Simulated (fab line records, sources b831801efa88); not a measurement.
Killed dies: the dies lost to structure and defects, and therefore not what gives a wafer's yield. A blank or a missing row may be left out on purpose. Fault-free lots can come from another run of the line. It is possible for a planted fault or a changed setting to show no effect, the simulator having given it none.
Chamber matching -- flow sky130 -- SKY_VIA3_ETCH_15 on rie diel-02 has 4 sister chambers
The step etches SiO2 in C4F8/O2/Ar, stops on TiN, target depth 507 nm, time 78 s. 8 wafers are shown with their chamber, then 7 later ones without.

== EACH WAFER AND ITS CHAMBER ==
wafer,chamber,oes product au (a.u.)
L551.2,3,0.946
L554.5,3,0.943
L554.6,2,0.951
L562.2,0,0.952
L562.3,1,0.938
L562.4,2,0.940
L563.3,0,0.952
L563.4,1,0.953

== WAFERS WHOSE CHAMBER IS MISSING ==
wafer,oes product au (a.u.)
L563.6,0.938
L564.1,0.945
L564.2,0.942
L564.4,0.946
L567.2,0.956
L567.4,0.940
L567.6,0.943

== THE CHAMBER EACH PASSED THROUGH ==
wafer,from the rows above,in truth
L563.6,can't be placed: 3 or 1 or 2 or 0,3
L564.1,can't be placed: 1 or 2 or 3 or 0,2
L564.2,can't be placed: 3 or 1 or 2 or 0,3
L564.4,can't be placed: 1 or 2 or 3 or 0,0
L567.2,can't be placed: 0 or 1 or 2 or 3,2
L567.4,can't be placed: 3 or 1 or 2 or 0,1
L567.6,can't be placed: 3 or 1 or 2 or 0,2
Correct placement for 0 of the 7. Not placeable from these rows: 7 (in 7, the candidates include the true chamber). Wrongly placed: 0.
How it was worked out, from the rows above alone: a wafer's distance from a chamber is the root of the sum, over the readings, of the square of ((its reading less the chamber's mean) divided by the reading's scatter). If the next closest chamber is less than 2 further off than the closest, the wafer can't be placed; otherwise it belongs to the closest. A chamber's mean is the mean of its shown wafers. The scatter: the root of (the sum of the squares of (reading less its chamber's mean) over the shown wafers, divided by (wafers less chambers)).
